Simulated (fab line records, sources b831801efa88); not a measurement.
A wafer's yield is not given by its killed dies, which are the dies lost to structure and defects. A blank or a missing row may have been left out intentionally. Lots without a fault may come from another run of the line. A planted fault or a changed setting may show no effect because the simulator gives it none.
Chamber matching ; flow gf180mcu ; cmp-02 running GF_V5_CMP_04: 4 sister chambers
The step polishes SiO2. 30 wafers are shown with their chamber, then 12 later ones without.

== EACH WAFER AND ITS CHAMBER ==
wafer;chamber;motor current A (A);retaining ring pressure frac
L077.2;3;10.3;1.002
L077.3;1;11.6;1.003
L077.6;3;10.2;1.002
L079.2;0;10.4;1.003
L079.3;1;11.3;0.999
L079.6;0;10.3;0.990
L080.1;3;9.7;1.001
L080.2;1;11.4;1.008
L080.4;0;10.7;0.998
L081.3;0;10.5;0.998
L081.4;3;10.2;1.006
L081.6;1;11.3;0.998
L082.2;2;11.9;1.003
L082.3;1;11.8;1.004
L082.5;2;11.7;0.999
L083.1;3;10.2;0.996
L083.2;1;11.1;0.998
L083.3;2;11.8;0.995
L084.1;2;11.7;0.989
L084.4;1;11.3;1.004
L084.6;3;10.2;1.001
L088.1;3;10.4;1.002
L088.4;1;11.6;1.001
L088.6;0;10.4;0.991
L089.1;0;10.5;0.993
L089.2;3;10.2;1.015
L089.4;2;11.6;1.003
L093.2;0;10.7;1.003
L093.4;2;11.4;1.006
L093.5;0;10.5;0.994

SIGNATURES (means of the wafers above)
reading;chamber 0;chamber 1;chamber 2;chamber 3;scatter within a chamber
motor current A;10.500;11.425;11.683;10.175;0.19
retaining ring pressure frac;0.99625;1.00188;0.99917;1.00313;0.0051
Rule: a wafer lies at a distance from a chamber equal to the root of the sum of squares, over the readings, of (its reading less the chamber's mean, divided by the reading's scatter). The wafer belongs to the nearest chamber; if the next one is less than 2 further off, it can't be placed. How the scatter is found: for the shown wafers, subtract from each reading the mean of its chamber, square and add these, divide the total by (wafers less chambers), then take the root.

== WAFERS MISSING THEIR CHAMBER ==
wafer;motor current A (A);retaining ring pressure frac
L095.2;10.9;1.001
L095.4;11.1;0.996
L095.6;10.5;1.006
L094.1;10.1;0.998
L094.2;11.6;0.999
L094.3;11.2;0.993
L096.2;10.9;0.999
L096.3;9.9;1.007
L096.5;11.2;0.998
L097.1;11.6;0.998
L097.3;10.7;0.999
L097.5;10.6;1.006

== CHAMBER TAKEN BY EACH ==
wafer;from the rows above;in truth
L095.2;can't be placed: 0 or 1 or 3 or 2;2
L095.4;can't be placed: 1 or 2 or 0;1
L095.6;can't be placed: 3 or 0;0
L094.1;can't be placed: 3 or 0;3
L094.2;can't be placed: 2 or 1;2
L094.3;can't be placed: 1 or 2 or 0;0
L096.2;can't be placed: 0 or 1 or 3 or 2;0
L096.3;3;3
L096.5;can't be placed: 1 or 2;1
L097.1;can't be placed: 2 or 1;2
L097.3;can't be placed: 0 or 3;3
L097.5;can't be placed: 0 or 3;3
Placed correctly: 1 of 12. Not placeable from these rows: 11 (in 11, the candidates include the true chamber). Wrongly placed: 0.
